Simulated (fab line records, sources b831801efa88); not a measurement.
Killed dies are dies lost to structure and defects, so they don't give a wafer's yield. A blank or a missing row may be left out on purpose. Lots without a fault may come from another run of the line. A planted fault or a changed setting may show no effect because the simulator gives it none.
A struck lot beside a sound one | flow sky130 | 46 steps out of a route of 708
Sound: wafers L936.4, L936.5, L936.6. Struck: wafers L942.1, L942.2, L942.6. The cause comes at the end.
At each step with rows: each side's tool, then ch and its chambers, then its first start. Under that, the readings that differ: sound wafers | struck wafers | difference of the means | sigmas: that difference in standard deviations of wafers without a fault.
alike: readings whose means differ by less than 2 such deviations, and words and numbers that are the same on both sides. not compared: withheld readings, readings that some wafer has no value for, bounds like >300 that may hide the same value, and numbers for which the record gives no deviation and whose values overlap.
The two part at a step that has a row with sigmas, a row that says differs or no value, or rows on one side only. Numbers that don't overlap but have no deviation are shown without sigmas and don't part them. A reading that every wafer of one side lacks parts them only if that side has two wafers or more.

first, 6 steps without rows for these wafers: SKY_LDD_HVP_HMDS_01 (prime time 60 s); SKY_LDD_HVP_COAT_02 (resist thk 300 nm); SKY_LDD_HVP_SOFTBAKE_03 (time 60 s); SKY_LDD_HVP_EXPOSE_04 (exposes mask HVPTM, target cd 700 nm); SKY_LDD_HVP_PEB_05; SKY_LDD_HVP_DEVELOP_06 (develop time 60 s).
SKY_LDD_HVP_OVL_MEAS_07:
  sound on overlay-01, day 26 19:58; struck on overlay-02, day 28 06:58
  alike: LDD_HVP_OVL
then, 1 step without rows for these wafers: SKY_LDD_HVP_IMPLANT_08.
SKY_LDD_HVP_STRIP_09: strips in O2/N2.
  sound on plasma_asher-01 ch 0,1, day 26 20:11; struck on plasma_asher-02 ch 0,1, day 28 07:09
  alike: drypump_motor_current_A, o2_flow_sccm, oes_product_au, strip_time_to_endpoint_s
  not compared: rf_hours_counter_h
SKY_LDD_HVP_TW_MEAS_10:
  sound on film_metro-04, day 26 20:16; struck on film_metro-01, day 28 07:15
  alike: LDD_HVP_TW
then, 2 steps without rows for these wafers: SKY_LDD_LDN_DEHYDRATE_00 (time 60 s); SKY_LDD_LDN_HMDS_01 (prime time 60 s).
SKY_LDD_LDN_COAT_02: resist thk 1140 nm.
  sound on litho_track-03 ch 0, day 27 11:14; struck on litho_track-01, day 28 21:55
  no value came back on the struck wafers for chill_plate_temp_C (C), dispense_pressure_kPa (kPa), spin_speed_rpm (rpm); on the sound wafers chill_plate_temp_C (C) reads 22.89 22.98 23.01
then, 4 steps without rows for these wafers: SKY_LDD_LDN_SOFTBAKE_03 (time 60 s); SKY_LDD_LDN_EXPOSE_04 (exposes mask LDNTM, target cd 700 nm); SKY_LDD_LDN_PEB_05; SKY_LDD_LDN_DEVELOP_06 (develop time 60 s).
SKY_LDD_LDN_OVL_MEAS_07:
  sound on overlay-02, day 28 01:31; struck on overlay-01, day 29 11:13
  reading          | sound         | struck | difference                    | sigmas
  LDD_LDN_OVL (nm) | -2.6 -0.6 0.5 | - - -  | no value on the struck wafers |
then, 4 steps without rows for these wafers: SKY_LDD_LDN_IMPLANT_08; SKY_LDD_LDN_IMPLANT_09; SKY_LDD_LDN_IMPLANT_10; SKY_LDD_LDN_IMPLANT_11.
SKY_LDD_LDN_STRIP_12: strips in O2/N2.
  sound on plasma_asher-04 ch 0,1, day 28 02:10; struck on plasma_asher-03 ch 0,1, day 29 11:50
  no value came back on the struck wafers for oes_product_au (a.u.), strip_time_to_endpoint_s (s); on the sound wafers oes_product_au (a.u.) reads 0.722 0.719 0.721
  alike: drypump_motor_current_A, o2_flow_sccm
  not compared: rf_hours_counter_h
SKY_LDD_LDN_TW_MEAS_13:
  sound on film_metro-02, day 28 02:16; struck on film_metro-02, day 29 11:56
  reading    | sound          | struck         | difference | sigmas
  LDD_LDN_TW | 1500 1495 1493 | 1483 1480 1476 | -16        | -2
then, 2 steps without rows for these wafers: SKY_LDD_LDN_CLEAN_14 (cleans in SC1/SC2, time 150 s); SKY_SPACER_CVD_00 (deposits Si3N4 from DCS/NH3, target thk 43.1 nm, time 740 s).
SKY_SPACER_THK_MEAS_01:
  sound on film_metro-04, day 28 03:35; struck on film_metro-02, day 29 13:16
  alike: SPACER_CVD_00_THK
SKY_SPACER_ETCHBACK_02: etches Si3N4 in CH3F/O2, stops on SiO2, time 46.7 s, target depth 45 nm.
  sound on rie_diel-03 ch 2,3, day 28 03:37; struck on rie_diel-03 ch 0,1,3, day 29 13:19
  alike: drypump_motor_current_A, oes_product_au, throttle_valve_pct
  not compared: rf_hours_counter_h
then, 8 steps without rows for these wafers: SKY_POLY_CUT_DEHYDRATE_00 (time 60 s); SKY_POLY_CUT_HMDS_01 (prime time 60 s); SKY_POLY_CUT_COAT_02 (resist thk 60 nm); SKY_POLY_CUT_COAT_03 (resist thk 450 nm); SKY_POLY_CUT_SOFTBAKE_04 (time 90 s); SKY_POLY_CUT_EXPOSE_05 (exposes mask NPCM, target cd 270 nm); SKY_POLY_CUT_PEB_06; SKY_POLY_CUT_DEVELOP_07 (develop time 60 s).
SKY_POLY_CUT_CD_MEAS_08: target cd 270 nm.
  sound on cd_sem-02, day 29 09:05; struck on cd_sem-02, day 30 17:38
  alike: cd_nm
SKY_POLY_CUT_OVL_MEAS_09:
  sound on overlay-02, day 29 09:09; struck on overlay-01, day 30 17:46
  alike: POLY_CUT_OVL
SKY_POLY_CUT_ETCH_10: etches BARC in N2/H2, stops on SiO2, time 45.9 s, target depth 60 nm.
  sound on rie_diel-02 ch 0,1,2, day 29 09:10; struck on rie_diel-02 ch 2,3, day 30 17:48
  alike: drypump_motor_current_A, oes_product_au, throttle_valve_pct
  not compared: rf_hours_counter_h
SKY_POLY_CUT_ETCH_11: etches Si3N4 in CF4/CH2F2/Ar, stops on poly-Si, time 42.5 s, target depth 60 nm.
  sound on rie_diel-02 ch 0,1,2, day 29 09:13; struck on rie_diel-02 ch 2,3, day 30 17:50
  alike: drypump_motor_current_A, mfc_ar_sccm, oes_product_au, throttle_valve_pct
  not compared: rf_hours_counter_h
then, 2 steps without rows for these wafers: SKY_POLY_CUT_STRIP_12 (strips in O2/N2); SKY_SD_P_DEHYDRATE_00 (time 60 s).
-- the record jumps here: 2 days lie between the struck wafers' starts before and after (it left off in module SD_P and takes up again in module RES_XHIGH, whose first step shown is number 341 of the route) --
SKY_RES_XHIGH_TW_MEAS_09:
  sound on film_metro-03, day 31 19:11; struck on film_metro-01, day 33 03:31
  reading      | sound          | struck         | difference | sigmas
  RES_XHIGH_TW | 1664 1664 1657 | 1905 1918 1908 | +249       | +21
-- the record jumps here: 2 days lie between the struck wafers' starts before and after (it left off in module RES_XHIGH and takes up again in module LI_CONTACT, whose first step shown is number 376 of the route) --
SKY_LI_CONTACT_ETCH_14: etches BARC in N2/H2, stops on SiO2, time 45.9 s, target depth 60 nm.
  sound on rie_diel-02 ch 0,1,3, day 34 04:32; struck on rie_diel-04 ch 0,2,3, day 35 12:17
  alike: drypump_motor_current_A, oes_product_au, throttle_valve_pct
  not compared: rf_hours_counter_h, model.LI_CONTACT.cd_nm
SKY_LI_CONTACT_ETCH_15: etches PSG in C4F8/O2/Ar, stops on Si, target depth 600 nm.
  sound on rie_diel-02 ch 0,1,3, day 34 04:35; struck on rie_diel-04 ch 0,2,3, day 35 12:19
  alike: oes_product_au
  not compared: model.LI_CONTACT.cd_nm
-- the record jumps here: 16 days lie between the struck wafers' starts before and after (it left off in module LI_CONTACT and takes up again in module PAD_OPEN, whose first step shown is number 708 of the route) --
SKY_PAD_OPEN_PROBE_99:
  sound on prober-01, day 49 15:11; struck on prober-02, day 51 11:30
  reading                                 | sound             | struck            | difference | sigmas
  model.etest.pfet_01v8.r_on_ohm_um       | 2771 2805 2788    | 7695 8164 6883    | +4793      |
  model.etest.tip_p_5v.rs_ohm_sq          | 2885 2886 2904    | 7058 7040 7016    | +4146      |
  model.etest.tip_n_5v.rs_ohm_sq          | 1357 1365 1371    | 1020 1016 1014    | -348       |
  model.etest.pfet_g5v0d10v5.r_on_ohm_um  | 4691 4724 4732    | 4804 4868 4794    | +106       |
  model.etest.pfet_01v8.drive_ua_um       | 205 198.8 202.7   | 69.89 64.4 78.59  | -131.21    |
  model.etest.tip_p_5v.rs_ohm_sq_range    | 121.5 88.02 60.16 | 162.7 184.7 166.9 | +81.5      |
  model.etest.pfet_01v8_hvt.drive_ua_um   | 154.9 148.4 151.8 | 46.57 43.43 54.19 | -103.64    |
  model.etest.sram_pfet_latch.drive_ua_um | 151.7 147.6 147.8 | 47.16 45.69 56.15 | -99.37     |

WHERE THEY PART
First at SKY_LDD_LDN_COAT_02; last, within this record, at SKY_RES_XHIGH_TW_MEAS_09. Later steps at which nothing parts them and some readings are alike: SKY_LI_CONTACT_ETCH_14, SKY_LI_CONTACT_ETCH_15.

WHY: what the simulator had put in
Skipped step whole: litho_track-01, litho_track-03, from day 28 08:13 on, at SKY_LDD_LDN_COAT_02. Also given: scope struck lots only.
